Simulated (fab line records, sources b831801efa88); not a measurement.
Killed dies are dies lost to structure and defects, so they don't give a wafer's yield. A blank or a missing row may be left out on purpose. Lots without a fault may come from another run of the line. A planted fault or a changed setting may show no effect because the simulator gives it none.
Which tool did it? | flow sfq_line | 15 lots, 44 wafers sampled, at 3 steps of a route of 325

WHAT THE GAUGES READ, wafer by wafer
The record holds no reading of a measuring or inspecting step that can be judged against a usual standard deviation.

WHICH TOOL RAN EACH LOT (tool, then ch and the chambers of the sampled wafers, then the start)
lot  | SFQ_TRILAYER_I3_CMP_CMP_082   | SFQ_TRILAYER_I3_METRO_MEASURE_083 | SFQ_TRILAYER_I3_VIA_ETCH_VIA_ETCH_088
L233 | cmp-01 ch 1,3, day 43 14:31   | film_metro-01, day 43 17:38       | rie_diel-04 ch 0,3, day 49 02:27
L234 | cmp-01 ch 1,2, day 44 05:31   | film_metro-01, day 44 08:38       | rie_diel-01 ch 2,3, day 49 15:39
L236 | cmp-02 ch 0,2,3, day 45 02:50 | film_metro-02, day 45 05:58       | rie_diel-01 ch 0,3, day 50 09:35
L237 | cmp-02 ch 1,2,3, day 45 13:50 | film_metro-01, day 45 16:27       | rie_diel-04 ch 0,3, day 50 16:47
L238 | cmp-01 ch 0,3, day 46 08:31   | film_metro-02, day 46 12:14       | rie_diel-01 ch 0,1,3, day 51 12:06
L240 | cmp-01 ch 0,1,2, day 48 21:31 | film_metro-01, day 49 00:02       | rie_diel-01 ch 1,2, day 53 23:43
L241 | cmp-02 ch 1,2,3, day 49 00:33 | film_metro-03, day 49 02:22       | rie_diel-04 ch 0,2,3, day 54 00:55
L242 | cmp-02 ch 1,2,3, day 49 03:03 | film_metro-02, day 49 05:22       | rie_diel-04 ch 0,2,3, day 54 04:31
L243 | cmp-01 ch 0,1,3, day 49 06:01 | film_metro-02, day 49 08:38       | rie_diel-01 ch 0,1,3, day 54 08:07
L244 | cmp-01 ch 0,1,2, day 49 08:31 | film_metro-01, day 49 11:38       | rie_diel-04 ch 1,2,3, day 54 11:43
L245 | cmp-02 ch 1,2,3, day 49 18:03 | film_metro-01, day 49 20:10       | rie_diel-01 ch 0,3, day 54 18:55
L253 | cmp-01 ch 0,1,2, day 51 17:01 | film_metro-02, day 51 19:32       | rie_diel-04 ch 1,2,3, day 57 05:58
L254 | cmp-01 ch 1,2,3, day 51 19:01 | film_metro-02, day 51 22:20       | rie_diel-02 ch 0,1,2, day 57 10:46
L255 | cmp-01 ch 1,3, day 51 22:31   | film_metro-03, day 52 01:20       | rie_diel-04 ch 0,3, day 57 14:22
L256 | cmp-02 ch 0,1, day 52 07:08   | film_metro-03, day 52 10:28       | rie_diel-02 ch 2,3, day 57 21:34
- SFQ_TRILAYER_I3_CMP_CMP_082: polishes SiO2.
- SFQ_TRILAYER_I3_METRO_MEASURE_083
- SFQ_TRILAYER_I3_VIA_ETCH_VIA_ETCH_088: etches SiO2 in CHF3, stops on Nb, target depth 260 nm.

WHAT THE TOOLS THEMSELVES READ (means of the sampled wafers that have a number; where no wafer has one, the mark that the record gives instead)
SFQ_TRILAYER_I3_CMP_CMP_082.
lot  | tool   | motor_current_A (A) | time_to_endpoint_s (s)
L233 | cmp-01 | 10.1                | 215
L234 | cmp-01 | 10.3                | 212
L236 | cmp-02 | 9.9                 | 216
L237 | cmp-02 | 10.7                | 220
L238 | cmp-01 | 10.5                | 225
L240 | cmp-01 | 10.2                | 224
L241 | cmp-02 | 10.9                | 222
L242 | cmp-02 | 11.0                | 214
L243 | cmp-01 | 10.4                | 218
L244 | cmp-01 | 10.3                | 219
L245 | cmp-02 | 10.6                | 221
L253 | cmp-01 | 10.9                | 211
L254 | cmp-01 | 9.9                 | 210
L255 | cmp-01 | 10.6                | 214
L256 | cmp-02 | 9.3                 | 233

SFQ_TRILAYER_I3_METRO_MEASURE_083.
lot  | tool          | thk_nm (nm)
L233 | film_metro-01 | 200.9
L234 | film_metro-01 | 200.0
L236 | film_metro-02 | 200.2
L237 | film_metro-01 | 199.7
L238 | film_metro-02 | 201.5
L240 | film_metro-01 | 200.5
L241 | film_metro-03 | 201.7
L242 | film_metro-02 | 200.2
L243 | film_metro-02 | 200.0
L244 | film_metro-01 | 201.2
L245 | film_metro-01 | 200.0
L253 | film_metro-02 | 206.9
L254 | film_metro-02 | 206.1
L255 | film_metro-03 | 210.1
L256 | film_metro-03 | 201.2

SFQ_TRILAYER_I3_VIA_ETCH_VIA_ETCH_088.
lot  | tool        | drypump_motor_current_A (A) | oes_product_au (a.u.)
L233 | rie_diel-04 | 5.2                         | 0.859
L234 | rie_diel-01 | 6.1                         | 0.855
L236 | rie_diel-01 | 5.6                         | 0.855
L237 | rie_diel-04 | 5.3                         | 0.851
L238 | rie_diel-01 | 5.5                         | 0.856
L240 | rie_diel-01 | 5.6                         | 0.856
L241 | rie_diel-04 | 5.1                         | 0.854
L242 | rie_diel-04 | 5.1                         | 0.857
L243 | rie_diel-01 | 5.5                         | 0.861
L244 | rie_diel-04 | 5.5                         | 0.857
L245 | rie_diel-01 | 5.6                         | 0.851
L253 | rie_diel-04 | 5.4                         | 0.874
L254 | rie_diel-02 | 5.2                         | 0.870
L255 | rie_diel-04 | 5.2                         | 0.880
L256 | rie_diel-02 | 4.9                         | 0.860

THE ANSWER, worked out from the rows above alone
Rule: what is usual is taken from the lots themselves. Put in order of their means at a reading, lots are off if they are a third of the lots or fewer, leave a main group of 4 or more, and stand apart from it by a gap of 3 or more times the standard deviation of the main group's means; of several such gaps the widest counts. A main group whose means are all the same, to the digits that the tables above print for the reading, isn't used. A lot without any number at a reading at which 4 lots or more have one is off too. The other lots that the step has rows for count as sound. The gauges are gone through in route order, then the tools' own readings, and for those a lot's mean is taken as printed above. The first step at which some lot is off is used, and at that step the reading that is off furthest; a lot without a number counts as furthest.
Off: L253, L254, L255, at SFQ_TRILAYER_I3_METRO_MEASURE_083 (thk_nm). The main group: mean 200.6 nm, standard deviation 0.65.
A tool fits if, at that step or a process step before it, it ran every lot that is off, and no sound lot after the first of them. One fits: cmp-01 at SFQ_TRILAYER_I3_CMP_CMP_082. Its last sound lot is L244 (day 49 08:31), its first lot that is off L253 (day 51 17:01): a fault that began between those two fits.

WHAT THE SIMULATOR HAD PUT IN
Process parameter drift: cmp-01, from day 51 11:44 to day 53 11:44, at SFQ_TRILAYER_I3_CMP_CMP_082. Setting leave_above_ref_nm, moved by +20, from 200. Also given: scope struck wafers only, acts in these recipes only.
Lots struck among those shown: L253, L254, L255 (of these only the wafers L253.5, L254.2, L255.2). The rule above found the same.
